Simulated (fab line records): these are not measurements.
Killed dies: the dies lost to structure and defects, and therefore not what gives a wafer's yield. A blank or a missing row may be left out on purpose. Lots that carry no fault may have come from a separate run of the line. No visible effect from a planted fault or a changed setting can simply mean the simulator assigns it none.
Which tool did it? ; flow gf180mcu ; 24 lots, 72 wafers sampled, at 5 steps of a route of 602

WHAT THE GAUGES READ, wafer by wafer
GF_TOP_METAL_THK_MEAS_06: measures by xrf. Usual: for TOP_METAL_ALCU_THK the level is 892 nm and the standard deviation is 10.
lot;measured;on;TOP_METAL_ALCU_THK (nm);flag
L074;day 27 06:08;film metro-01;890 890 883;
L075;day 27 15:19;film metro-04;894 886 890;
L076;day 27 21:53;film metro-02;900 908 895;
L077;day 28 04:30;film metro-02;893 876 879;
L078;day 28 11:35;film metro-02;883 878 883;
L079;day 28 11:59;film metro-02;881 897 894;
L080;day 28 22:17;film metro-04;881 886 893;
L081;day 29 05:01;film metro-02;901 901 901;
L082;day 29 13:37;film metro-01;896 894 898;
L083;day 30 01:17;film metro-01;891 885 886;
L084;day 30 08:18;film metro-04;916 912 913;
L085;day 30 14:22;film metro-04;910 918 904;
L086;day 31 00:29;film metro-04;899 907 906;
L087;day 31 04:42;film metro-01;889 895 891;
L088;day 31 06:37;film metro-04;891 887 881;
L089;day 31 14:58;film metro-01;892 890 892;
L090;day 32 00:49;film metro-02;869 869 881;
L091;day 32 03:08;film metro-02;894 891 897;
L092;day 32 08:25;film metro-01;883 885 885;
L093;day 32 13:50;film metro-01;870 881 882;
L094;day 33 00:52;film metro-02;895 896 902;
L095;day 33 15:28;film metro-04;901 896 894;
L096;day 33 17:16;film metro-02;901 897 894;
L097;day 34 02:04;film metro-02;889 885 896;

EACH LOT AND THE TOOL THAT RAN IT (in order: tool; ch and the chambers of the sampled wafers; start)
lot;GF_MIM_SPUTTER_00;GF_MIM_SPUTTER_01;GF_V5_SPUTTER_22;GF_V5_CMP_26
L074;pvd sputter-01, day 24 09:59;pvd sputter-01, day 24 10:05;pvd sputter-01, day 27 05:09;cmp-02 ch 0,1,2, day 27 05:29
L075;pvd sputter-04, day 24 20:14;pvd sputter-04, day 24 20:20;pvd sputter-03, day 27 14:19;cmp-01 ch 1,2, day 27 14:39
L076;pvd sputter-02, day 25 03:04;pvd sputter-02, day 25 03:10;pvd sputter-01, day 27 20:54;cmp-02 ch 1,2,3, day 27 21:14
L077;pvd sputter-01, day 25 11:12;pvd sputter-01, day 25 11:18;pvd sputter-02, day 28 03:30;cmp-02 ch 1,2,3, day 28 03:50
L078;pvd sputter-01, day 25 16:49;pvd sputter-01, day 25 16:55;pvd sputter-03, day 28 10:36;cmp-01 ch 1,3, day 28 10:56
L079;pvd sputter-01, day 25 18:13;pvd sputter-01, day 25 18:19;pvd sputter-01, day 28 11:01;cmp-01 ch 0,2,3, day 28 11:23
L080;pvd sputter-01, day 26 06:29;pvd sputter-01, day 26 06:35;pvd sputter-02, day 28 21:19;cmp-02 ch 0,1,3, day 28 21:39
L081;pvd sputter-01, day 26 14:07;pvd sputter-01, day 26 14:13;pvd sputter-03, day 29 04:03;cmp-01 ch 1,2,3, day 29 04:23
L082;pvd sputter-02, day 26 23:17;pvd sputter-02, day 26 23:23;pvd sputter-02, day 29 12:38;cmp-01 ch 0,1,3, day 29 13:01
L083;pvd sputter-01, day 27 11:25;pvd sputter-01, day 27 11:31;pvd sputter-03, day 30 00:19;cmp-02 ch 0,2,3, day 30 00:45
L084;pvd sputter-04, day 27 18:44;pvd sputter-04, day 27 18:50;pvd sputter-02, day 30 07:19;cmp-02 ch 0,3, day 30 07:39
L085;pvd sputter-02, day 28 01:47;pvd sputter-02, day 28 01:53;pvd sputter-02, day 30 13:22;cmp-02 ch 0,2,3, day 30 13:51
L086;pvd sputter-02, day 28 12:07;pvd sputter-02, day 28 12:13;pvd sputter-03, day 30 23:23;cmp-01 ch 1,2, day 30 23:50
L087;pvd sputter-01, day 28 17:25;pvd sputter-01, day 28 17:31;pvd sputter-02, day 31 03:43;cmp-01 ch 1,2,3, day 31 04:08
L088;pvd sputter-02, day 28 19:37;pvd sputter-02, day 28 19:43;pvd sputter-03, day 31 05:38;cmp-01 ch 0,1,2, day 31 05:58
L089;pvd sputter-01, day 29 03:59;pvd sputter-01, day 29 04:05;pvd sputter-02, day 31 13:59;cmp-02 ch 0,1,3, day 31 14:19
L090;pvd sputter-01, day 29 15:43;pvd sputter-01, day 29 15:49;pvd sputter-01, day 31 23:51;cmp-02 ch 1,3, day 32 00:14
L091;pvd sputter-01, day 29 17:28;pvd sputter-01, day 29 17:34;pvd sputter-01, day 32 02:03;cmp-01 ch 0,1,3, day 32 02:32
L092;pvd sputter-01, day 29 23:32;pvd sputter-01, day 29 23:38;pvd sputter-01, day 32 07:13;cmp-01 ch 0,1,2, day 32 07:47
L093;pvd sputter-02, day 30 06:37;pvd sputter-02, day 30 06:43;pvd sputter-03, day 32 12:32;cmp-01 ch 2,3, day 32 13:12
L094;pvd sputter-02, day 30 17:35;pvd sputter-02, day 30 17:41;pvd sputter-01, day 32 23:53;cmp-02 ch 0,1,3, day 33 00:13
L095;pvd sputter-01, day 31 10:52;pvd sputter-01, day 31 10:58;pvd sputter-01, day 33 14:30;cmp-02 ch 0,2,3, day 33 14:53
L096;pvd sputter-04, day 31 11:34;pvd sputter-04, day 31 11:40;pvd sputter-01, day 33 16:18;cmp-01 ch 0,1,3, day 33 16:38
L097;pvd sputter-01, day 31 21:59;pvd sputter-01, day 31 22:05;pvd sputter-01, day 34 01:05;cmp-02 ch 0,2,3, day 34 01:25
- GF_MIM_SPUTTER_00: material Ti, target thk 37.5 nm, time 150 s.
- GF_MIM_SPUTTER_01: material TiN, target thk 30 nm, time 25 s.
- GF_V5_SPUTTER_22: material TiN, target thk 10 nm, time 40 s.
- GF_V5_CMP_26: polishes, stops on SiO2, t overpolish 15 s, target thk 0 nm.

WHAT THE TOOLS THEMSELVES READ (means of the sampled wafers that have a number; where no wafer has one, the mark that the record gives instead)
GF_MIM_SPUTTER_00. Usual: 30.0 % for throttle valve pct, sd 1.
lot;tool;throttle valve pct (%);flag
L074;pvd sputter-01;29.8;
L075;pvd sputter-04;29.2;
L076;pvd sputter-02;30.2;
L077;pvd sputter-01;29.8;
L078;pvd sputter-01;29.8;
L079;pvd sputter-01;29.8;
L080;pvd sputter-01;29.9;
L081;pvd sputter-01;29.8;
L082;pvd sputter-02;31.8;
L083;pvd sputter-01;29.5;
L084;pvd sputter-04;28.8;
L085;pvd sputter-02;31.8;
L086;pvd sputter-02;30.3;
L087;pvd sputter-01;29.9;
L088;pvd sputter-02;30.6;
L089;pvd sputter-01;30.1;
L090;pvd sputter-01;29.9;
L091;pvd sputter-01;29.9;
L092;pvd sputter-01;29.9;
L093;pvd sputter-02;30.8;
L094;pvd sputter-02;30.1;
L095;pvd sputter-01;29.8;
L096;pvd sputter-04;29.0;
L097;pvd sputter-01;29.8;

GF_MIM_SPUTTER_01. Usual: 30.0 % for throttle valve pct, sd 1.1.
lot;tool;throttle valve pct (%);flag
L074;pvd sputter-01;30.1;
L075;pvd sputter-04;29.0;
L076;pvd sputter-02;30.0;
L077;pvd sputter-01;29.9;
L078;pvd sputter-01;29.9;
L079;pvd sputter-01;30.0;
L080;pvd sputter-01;29.8;
L081;pvd sputter-01;29.9;
L082;pvd sputter-02;31.8;
L083;pvd sputter-01;29.3;
L084;pvd sputter-04;28.7;
L085;pvd sputter-02;32.2;
L086;pvd sputter-02;30.0;
L087;pvd sputter-01;30.1;
L088;pvd sputter-02;30.8;
L089;pvd sputter-01;30.3;
L090;pvd sputter-01;29.9;
L091;pvd sputter-01;29.7;
L092;pvd sputter-01;29.9;
L093;pvd sputter-02;30.8;
L094;pvd sputter-02;30.2;
L095;pvd sputter-01;29.9;
L096;pvd sputter-04;29.1;
L097;pvd sputter-01;29.8;

GF_V5_SPUTTER_22. Usual: 30.2 % for throttle valve pct, sd 1.2.
lot;tool;throttle valve pct (%);flag
L074;pvd sputter-01;29.7;
L075;pvd sputter-03;29.5;
L076;pvd sputter-01;29.8;
L077;pvd sputter-02;30.8;
L078;pvd sputter-03;30.5;
L079;pvd sputter-01;29.7;
L080;pvd sputter-02;30.1;
L081;pvd sputter-03;29.7;
L082;pvd sputter-02;30.8;
L083;pvd sputter-03;30.4;
L084;pvd sputter-02;31.9;
L085;pvd sputter-02;30.8;
L086;pvd sputter-03;30.2;
L087;pvd sputter-02;31.8;
L088;pvd sputter-03;30.9;
L089;pvd sputter-02;31.1;
L090;pvd sputter-01;29.4;
L091;pvd sputter-01;29.9;
L092;pvd sputter-01;30.0;
L093;pvd sputter-03;29.4;
L094;pvd sputter-01;29.3;
L095;pvd sputter-01;29.4;
L096;pvd sputter-01;29.4;
L097;pvd sputter-01;29.8;

GF_V5_CMP_26. Usual: motor current A 11.2 A, standard deviation 0.99; overpolish run s 15.000 s, standard deviation 0.0094; retaining ring pressure frac 1.000, standard deviation 0.0049; time to endpoint s 84.9 s, standard deviation 2.8.
lot;tool;motor current A (A);overpolish run s (s);retaining ring pressure frac;time to endpoint s (s);flag
L074;cmp-02;10.7;14.994;0.996;87.8;
L075;cmp-01;11.7;15.005;1.002;79.5;
L076;cmp-02;10.9;14.994;1.004;84.7;
L077;cmp-02;11.2;14.991;1.002;80.7;
L078;cmp-01;11.2;14.998;0.999;84.1;
L079;cmp-01;11.2;15.005;0.996;84.1;
L080;cmp-02;10.8;15.000;1.000;83.7;
L081;cmp-01;11.5;14.998;1.004;85.0;
L082;cmp-01;11.0;15.003;0.999;84.2;
L083;cmp-02;11.7;15.001;0.997;83.1;
L084;cmp-02;12.5;15.001;1.004;88.1;
L085;cmp-02;11.1;14.993;1.000;88.4;
L086;cmp-01;11.6;15.008;1.001;83.5;
L087;cmp-01;11.6;15.004;0.996;86.6;
L088;cmp-01;11.7;15.003;1.001;87.2;
L089;cmp-02;10.7;15.010;1.001;83.5;
L090;cmp-02;11.7;15.003;1.001;86.1;
L091;cmp-01;11.2;14.994;0.999;82.1;
L092;cmp-01;11.6;14.998;1.001;84.2;
L093;cmp-01;11.7;15.010;0.998;83.0;
L094;cmp-02;11.0;15.002;1.004;86.7;
L095;cmp-02;11.8;14.998;1.003;85.4;
L096;cmp-01;11.0;14.995;0.994;89.4;
L097;cmp-02;11.3;14.990;1.000;86.6;

THE ANSWER, worked out from the rows above alone
Rule: a lot is off if the mean of its wafers that have a number lies more than 3 standard deviations from the usual mean. Also off: a lot with no number at a reading for which 4 or more lots have one. The other lots that the step has rows for count as sound. After the gauges, taken in route order, come the tools' own readings; for these a lot's mean is taken, as printed above. The first step at which some lot is off is used, and at that step the reading that is off furthest; a lot without a number counts as furthest.
Across all readings shown, no lot is off: no conclusion can be drawn from this.

WHAT THE SIMULATOR PUT IN
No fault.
